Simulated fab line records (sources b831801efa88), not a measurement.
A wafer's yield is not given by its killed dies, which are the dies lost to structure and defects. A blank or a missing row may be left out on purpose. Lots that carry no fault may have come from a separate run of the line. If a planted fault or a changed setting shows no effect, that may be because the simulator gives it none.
Code-filled problem report in 8D (eight disciplines) form + flow gf180mcu + the parts of the form that need people (team, actions taken, sign-off) are left out

1. WHAT WENT WRONG
chamber-pressure-pa at GF_M4_SPUTTER_04 reads a mean of 0.4635 Pa on 2 wafers of 2 lots; wafers without a fault read 0.4000 Pa with a standard deviation of 0.00076. Relative to the usual mean, that is a shift of +84 standard deviations.
The step: material TiN, target thk 50 nm, time 41.7 s.
The first sign was on wafer L329.2 at day 26 22:26, on pvd-sputter-03. At this step, 18 wafers from 6 lots have a number in the record. Rule for "out", or "out of limits": more than 4 standard deviations from the usual mean. The other wafers with a number count as sound.

2. WHAT IT IS AND WHAT IT IS NOT
| question                    | is                  | is not                                                                         |
|-----------------------------|---------------------|--------------------------------------------------------------------------------|
| which readings at this step | chamber-pressure-pa | -                                                                              |
| which lots                  | L329, L333          | L318, L323, L335, L337                                                         |
| which wafers of those lots  | L329.2, L333.2      | L329.5, L329.6, L333.1, L333.5                                                 |
| read on which tools         | pvd-sputter-03      | pvd-sputter-01, pvd-sputter-04                                                 |
| when                        | from day 26 22:26   | up to then (8 sound wafers); but 8 sound wafers of L333, L335, L337 came after |

3. THE SUSPECTS, EACH WITH WHAT RULES IT OUT
Counting: any tool at a process step up to the reading remains a suspect provided it ran every lot that is out. Sound lots after the first of them don't rule it out here, since some wafers of a struck lot are sound.
- pvd-sputter-03 at GF_M4_SPUTTER_01 (material TiN, target thk 30 nm, time 25 s): kept. Ran every lot that is out, first one L329 (day 26 22:22); last sound lot up to then L318 (day 23 06:10).
- pvd-sputter-03 at GF_M4_SPUTTER_02 (material AlCu, target thk 450 nm, time 23.9 s): kept. Ran every lot that is out, first one L329 (day 26 22:23); last sound lot up to then L318 (day 23 06:12).
- pvd-sputter-03 at GF_M4_SPUTTER_03 (material Ti, target thk 10 nm, time 6.7 s): kept. Ran every lot that is out, first one L329 (day 26 22:25); last sound lot up to then L318 (day 23 06:14).
- pvd-sputter-03 at GF_M4_SPUTTER_04 (material TiN, target thk 50 nm, time 41.7 s): kept. Ran every lot that is out, first one L329 (day 26 22:26); last sound lot up to then L318 (day 23 06:15). Out on those wafers are its own readings of chamber-pressure-pa.
Left after counting: pvd-sputter-03 at GF_M4_SPUTTER_01, pvd-sputter-03 at GF_M4_SPUTTER_02, pvd-sputter-03 at GF_M4_SPUTTER_03, pvd-sputter-03 at GF_M4_SPUTTER_04.

4. THE CAUSE (what the simulator had put in)
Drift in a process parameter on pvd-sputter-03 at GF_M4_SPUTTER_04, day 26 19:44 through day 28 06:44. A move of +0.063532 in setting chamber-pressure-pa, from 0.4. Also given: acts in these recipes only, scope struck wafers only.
This tool is one of the 4 suspects left after counting.

5. THE EFFECT CHAIN, in route order
Rows list readings where the struck wafers' mean (over those with a number) sits beyond 3 standard deviations from the usual. Readings are gone through only where the record gives a usual standard deviation; hours: the median, over the lots, of the time from a lot's start at the first step in this table giving one to that lot's start at this step; sigmas: the change measured in usual standard deviations.
| hours | step             | reading             | usual     | on struck wafers | change  | sigmas |
|-------|------------------|---------------------|-----------|------------------|---------|--------|
| 0     | GF_M4_SPUTTER_04 | chamber-pressure-pa | 0.4000 Pa | 0.4635           | +0.0635 | +84    |
Process steps it contains:
- GF_M4_SPUTTER_04: material TiN, target thk 50 nm, time 41.7 s.
Later measuring or inspecting steps at which every struck wafer that the step has a row for has a number for every such reading, and none has moved that far: GF_M4_RS_MEAS_05, GF_M4_THK_MEAS_06, GF_M4_CD_MEAS_14, GF_M4_OVL_MEAS_15, GF_V4_THK_MEAS_01, GF_V4_THK_MEAS_03, GF_V4_BOW_MEAS_05.

6. HOW IT WOULD HAVE BEEN CAUGHT EARLIER
In this record no reading fell out of limits until day 26 22:26, 3 hours after the fault had begun at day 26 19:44.
